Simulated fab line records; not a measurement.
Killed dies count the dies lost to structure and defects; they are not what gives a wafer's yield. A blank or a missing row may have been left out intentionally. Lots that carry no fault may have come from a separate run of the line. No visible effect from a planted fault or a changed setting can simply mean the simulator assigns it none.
What tool caused it?	flow gf180mcu	10 lots, 30 wafers sampled, at 5 steps of a route of 602

## WHAT THE GAUGES SHOWED, per wafer
GF_STI_THK_MEAS_04.
lot	measured	on	STI_CVD_03_THK (nm)
L115	day 2 01:18	film_metro-02	208.0 206.7 210.3
L116	day 2 05:46	film_metro-02	205.4 204.8 206.1
L118	day 2 15:39	film_metro-02	208.6 210.9 210.3
L119	day 2 19:41	film_metro-03	207.2 207.1 208.8
L127	day 4 11:34	film_metro-02	205.0 206.1 204.9
L128	day 4 16:34	film_metro-02	207.2 207.6 207.9
L129	day 4 22:33	film_metro-02	207.5 205.3 207.2
L132	day 5 12:34	film_metro-03	205.7 203.7 206.0
L134	day 5 22:34	film_metro-01	207.7 206.9 206.3
L136	day 6 09:05	film_metro-03	205.0 205.1 205.1

GF_MVPSD_TW_MEAS_11.
lot	measured	on	MVPSD_TW
L115	day 5 15:29	film_metro-03	553.1 548.9 547.6
L116	day 5 21:11	film_metro-04	550.1 549.4 548.8
L118	day 6 07:25	film_metro-04	551.6 554.7 551.5
L119	day 6 13:45	film_metro-04	553.8 552.0 551.3
L127	day 8 11:26	film_metro-03	30.0 30.0 30.1 30.1 30.0 30.0
L128	day 8 18:19	film_metro-04	30.0 29.8 30.1 30.1 30.0 29.9
L129	day 9 04:13	film_metro-01	551.9 552.1 551.4
L132	day 9 17:58	film_metro-03	553.2 550.2 554.5
L134	day 10 07:46	film_metro-04	548.3 548.0 549.7
L136	day 10 18:37	film_metro-04	546.8 548.0 550.1

## EACH LOT AND THE TOOL THAT RAN IT (in order: tool; ch and the chambers of the sampled wafers; start)
lot	GF_DNWELL_STRIP_08	GF_MVSD_STRIP_10	GF_MVPSD_STRIP_10
L115	plasma_asher-01 ch 0,1, day 3 07:42	plasma_asher-03 ch 0,1, day 5 00:41	plasma_asher-03 ch 0,1, day 5 15:22
L116	plasma_asher-04 ch 0,1, day 3 12:23	plasma_asher-02 ch 0,1, day 5 06:38	plasma_asher-01 ch 1, day 5 21:05
L118	plasma_asher-01 ch 0,1, day 3 22:47	plasma_asher-03 ch 0,1, day 5 16:17	plasma_asher-01 ch 0,1, day 6 07:19
L119	plasma_asher-03 ch 0,1, day 4 03:25	plasma_asher-01 ch 0,1, day 5 22:34	plasma_asher-01 ch 0,1, day 6 13:40
L127	plasma_asher-01 ch 1, day 5 20:26	plasma_asher-02 ch 0,1, day 7 18:22	plasma_asher-03 ch 0,1, day 8 11:20
L128	plasma_asher-03 ch 0,1, day 6 02:29	plasma_asher-03 ch 0,1, day 8 01:13	plasma_asher-01 ch 0,1, day 8 18:13
L129	plasma_asher-03 ch 0,1, day 6 08:08	plasma_asher-02 ch 0,1, day 8 08:55	plasma_asher-03 ch 0,1, day 9 04:07
L132	plasma_asher-03 ch 0,1, day 6 23:41	plasma_asher-02 ch 0,1, day 9 00:22	plasma_asher-01 ch 0,1, day 9 17:52
L134	plasma_asher-03 ch 0,1, day 7 10:44	plasma_asher-02 ch 0,1, day 9 13:32	plasma_asher-01 ch 0,1, day 10 07:40
L136	plasma_asher-03 ch 0,1, day 7 20:53	plasma_asher-02 ch 0,1, day 9 23:52	plasma_asher-01 ch 0,1, day 10 18:31
- GF_DNWELL_STRIP_08: strips in O2/N2.
- GF_MVSD_STRIP_10: strips in O2/N2.
- GF_MVPSD_STRIP_10: strips in O2/N2.

## WHAT THE TOOLS THEMSELVES READ (means of the sampled wafers that have a number; where no wafer has one, the mark that the record gives instead)
GF_DNWELL_STRIP_08.
lot	tool	chamber_pressure_mTorr (mTorr)	drypump_motor_current_A (A)	heater_power_w (W)	oes_product_au (a.u.)	strip_time_to_endpoint_s (s)
L115	plasma_asher-01	1498.9	6.1	304	0.722	36.97
L116	plasma_asher-04	1500.5	5.8	359	0.724	36.97
L118	plasma_asher-01	1499.5	6.1	322	0.717	37.00
L119	plasma_asher-03	1500.3	6.2	324	0.723	36.83
L127	plasma_asher-01	1501.1	6.2	329	0.718	36.91
L128	plasma_asher-03	1500.1	5.5	318	0.723	36.88
L129	plasma_asher-03	1500.8	6.2	325	0.727	36.95
L132	plasma_asher-03	1500.8	5.5	317	0.720	36.92
L134	plasma_asher-03	1501.2	5.6	319	0.722	37.02
L136	plasma_asher-03	1501.6	5.6	313	0.722	36.89

GF_MVSD_STRIP_10.
lot	tool	chamber_pressure_mTorr (mTorr)	drypump_motor_current_A (A)	heater_power_w (W)	oes_product_au (a.u.)	strip_time_to_endpoint_s (s)
L115	plasma_asher-03	1500.7	6.2	329	0.725	36.90
L116	plasma_asher-02	1501.4	5.2	297	0.726	37.02
L118	plasma_asher-03	1499.0	5.6	315	0.721	36.90
L119	plasma_asher-01	1502.2	6.1	316	0.723	37.21
L127	plasma_asher-02	-	-	-	-	-
L128	plasma_asher-03	-	-	-	-	-
L129	plasma_asher-02	1500.5	5.2	294	0.724	37.09
L132	plasma_asher-02	1500.9	5.2	298	0.725	36.98
L134	plasma_asher-02	1500.5	5.2	295	0.725	36.92
L136	plasma_asher-02	1500.1	5.2	293	0.724	37.02

GF_MVPSD_STRIP_10.
lot	tool	chamber_pressure_mTorr (mTorr)	drypump_motor_current_A (A)	heater_power_w (W)	oes_product_au (a.u.)	strip_time_to_endpoint_s (s)
L115	plasma_asher-03	1501.1	6.2	325	0.721	37.03
L116	plasma_asher-01	1499.8	6.2	331	0.721	36.91
L118	plasma_asher-01	1499.7	6.1	303	0.723	37.04
L119	plasma_asher-01	1499.9	6.2	320	0.725	37.16
L127	plasma_asher-03	1500.7	5.6	323	0.737	81.34
L128	plasma_asher-01	1500.6	6.1	306	0.739	81.35
L129	plasma_asher-03	1500.6	6.2	331	0.726	37.11
L132	plasma_asher-01	1499.0	6.1	307	0.724	37.09
L134	plasma_asher-01	1500.5	6.1	324	0.724	37.04
L136	plasma_asher-01	1499.9	6.1	306	0.719	36.92

## THE ANSWER, worked out from the rows above alone
Rule: usual is defined by the lots themselves. The widest of any qualifying gaps counts: lots, ordered by their means at a reading, are off when they make up no more than a third of the lots, leave a main group of 4 or more, and stand apart from it by 3 or more times the standard deviation of that group's means. A main group whose means are all the same, to the digits that the tables above print for the reading, isn't used. Also off: a lot with no number at a reading for which 4 or more lots have one. All remaining lots with rows at the step are treated as sound. Order of review: gauges by route order, followed by the tools' own readings, for which a lot's mean as printed above is used. At the first step where some lot is off, the reading lying furthest off is the one used; lots without a number count as furthest.
Off: L127, L128, seen at GF_MVPSD_TW_MEAS_11 (MVPSD_TW). The main group has a mean of 550.7 with a standard deviation of 1.7.
If a tool, at a process step before that reading, ran all the lots that are off and no sound lot after the first of them, it fits. Not tried: the gauges at GF_MVPSD_TW_MEAS_11; whatever is off there is also off at GF_MVSD_STRIP_10, on other tools, and gauge error can't account for it. Of those tried, none fits.

## WHAT THE SIMULATOR PUT IN
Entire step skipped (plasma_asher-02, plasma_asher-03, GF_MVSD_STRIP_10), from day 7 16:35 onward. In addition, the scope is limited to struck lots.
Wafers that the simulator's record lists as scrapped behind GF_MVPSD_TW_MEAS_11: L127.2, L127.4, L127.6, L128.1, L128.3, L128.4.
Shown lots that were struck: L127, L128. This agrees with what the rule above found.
